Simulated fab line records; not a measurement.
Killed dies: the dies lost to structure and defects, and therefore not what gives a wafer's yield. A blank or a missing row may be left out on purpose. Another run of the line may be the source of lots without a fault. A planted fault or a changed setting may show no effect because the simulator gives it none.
A lot that was struck, set against a sound lot | flow gf180mcu | 15 steps out of a route of 602
Sound: the wafers L773.2, L773.4, L773.5. The struck wafers were L779.1, L779.2, L779.4. The cause is given at the end.
Each step with rows lists, per side, the tool, then ch with its chambers, then its first start. Under that, the readings that differ: sound wafers | struck wafers | difference of the means | sigmas: that difference in standard deviations of wafers without a fault.
alike: readings with means less than 2 such deviations apart, plus words and numbers identical on both sides. not compared: withheld readings, readings lacking a value on some wafer, bounds such as >300 that could conceal the same value, and numbers that have no deviation in the record and whose values overlap.
A row with sigmas, a row that says differs or no value, or rows on one side alone: a step with any of these is where the two part. Non-overlapping numbers with no deviation appear without sigmas and do not part them. A reading missing from all wafers of one side parts the sides only when that side holds two or more wafers.

first, 2 steps without rows for these wafers: GF_V4_SPUTTER_22 (material TiN, target thk 10 nm, time 40 s); GF_V4_CVD_23 (deposits W, target thk 350 nm, time 104.9 s).
GF_V4_RS_MEAS_24: measures by four-point-probe.
  sound: film-metro-01 at day 26 03:20; struck: film-metro-02 at day 27 15:23
  alike: V4_W_RS
GF_V4_THK_MEAS_25: measures by xrf.
  sound: film-metro-01 at day 26 03:26; struck: film-metro-02 at day 27 15:31
  reading       | sound       | struck      | difference | sigmas
  V4_W_THK (nm) | 344 341 338 | 353 352 357 | +13        | +2
GF_V4_CMP_26: polishes, stops on SiO2, t overpolish 15 s, target thk 0 nm.
  sound on cmp-02 ch 0,1,2, day 26 03:35; struck on cmp-01 ch 0,1,3, day 27 15:34
  alike: motor-current-A, overpolish-run-s, time-to-endpoint-s
then, 3 steps without rows for these wafers: GF_MIM_SPUTTER_00 (material Ti, target thk 37.5 nm, time 150 s); GF_MIM_SPUTTER_01 (material TiN, target thk 30 nm, time 25 s); GF_MIM_SPUTTER_02 (material AlCu, target thk 450 nm, time 23.9 s).
GF_MIM_SPUTTER_03: material Ti, target thk 10 nm, time 6.7 s.
  sound: pvd-sputter-03 at day 26 03:57; struck: pvd-sputter-01 at day 27 16:02
  alike: substrate-temp-c, throttle-valve-pct
GF_MIM_SPUTTER_04: material TiN, target thk 50 nm, time 41.7 s.
  sound: pvd-sputter-03 at day 26 03:58; struck: pvd-sputter-01 at day 27 16:03
  alike: throttle-valve-pct
GF_MIM_CVD_05: deposits Si3N4, target thk 42 nm, time 29.086 s.
  sound on pecvd-01 ch 0,2, day 26 04:01; struck on pecvd-02 ch 0,1, day 27 16:05
  alike: heater-power-w
GF_MIM_THK_MEAS_06:
  sound: film-metro-03 at day 26 04:05; struck: film-metro-04 at day 27 16:08
  alike: MIM_CVD_05_THK
GF_MIM_SPUTTER_07: material TiN, target thk 60 nm, time 50 s.
  sound: pvd-sputter-02 at day 26 04:08; struck: pvd-sputter-02 at day 27 16:11
  reading                                 | sound            | struck            | difference | sigmas
  model.TiN_of_MIM_SPUTTER_07.thk-nm (nm) | 59.86 60.29 59.7 | 61.04 61.78 61.53 | +1.50      |
  alike: throttle-valve-pct
GF_MIM_SPUTTER_08: material AlCu, target thk 200 nm, time 10.6 s.
  sound: pvd-sputter-02 at day 26 04:11; struck: pvd-sputter-02 at day 27 16:14
  alike: throttle-valve-pct
-- the record jumps here: 4 days lie between the struck wafers' starts before and after (it left off in module MIM and takes up again in module PASSIVATION, whose first step shown is number 602 of the route) --
GF_PASSIVATION_PROBE_99:
  record: rows for the struck wafers here (prober-02, day 31 19:25), none for the sound ones

== WHERE THEY PART ==
First at GF_V4_THK_MEAS_25; last, within this record, at GF_PASSIVATION_PROBE_99.

WHY: the cause the simulator had injected
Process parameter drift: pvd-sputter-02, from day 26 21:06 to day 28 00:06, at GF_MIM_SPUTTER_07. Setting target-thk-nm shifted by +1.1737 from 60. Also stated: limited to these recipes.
